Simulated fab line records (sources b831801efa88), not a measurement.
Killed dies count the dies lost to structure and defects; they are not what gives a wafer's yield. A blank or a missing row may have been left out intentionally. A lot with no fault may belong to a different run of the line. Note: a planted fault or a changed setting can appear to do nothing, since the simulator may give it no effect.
Chamber matching | flow gf180mcu | GF_V1_ETCH_16 on rie-diel-03 has 4 sister chambers
The step etches BARC in N2/H2. 4 wafers are shown with their chamber, then 7 later ones without.

## WAFERS WITH THEIR CHAMBER
wafer  | chamber | drypump-motor-current-A (A)
L870.3 | 2       | 5.6
L870.4 | 0       | 5.6
L885.2 | 1       | 5.4
L885.3 | 3       | 5.9

## WAFERS WITH NO CHAMBER GIVEN
wafer  | drypump-motor-current-A (A)
L885.5 | 5.4
L887.4 | 5.6
L887.5 | 5.4
L887.6 | 5.6
L889.1 | 5.9
L889.2 | 5.6
L889.3 | 5.5

## WHICH CHAMBER EACH WENT THROUGH
wafer  | from the rows above          | in truth
L885.5 | 1                            | 1
L887.4 | can't be placed: 0 or 2      | 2
L887.5 | 1                            | 1
L887.6 | can't be placed: 0 or 2      | 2
L889.1 | 3                            | 3
L889.2 | can't be placed: 0 or 2      | 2
L889.3 | can't be placed: 0 or 1 or 2 | 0
Placed correctly: 3 of 7. From these rows, 4 cannot be placed; in 4 the true chamber is one of the candidates. Number placed wrongly: 0.
How it was worked out, from the rows above alone: a wafer's distance from a chamber is the root of the sum, over the readings, of the square of ((its reading less the chamber's mean) divided by the reading's scatter). If the next closest chamber is less than 2 further off than the closest, the wafer can't be placed; otherwise it belongs to the closest. A chamber's mean is the mean of its shown wafers. The scatter (one wafer shown for each chamber): square how far every hidden wafer sits from the nearest shown wafer, average those squares and take the square root.
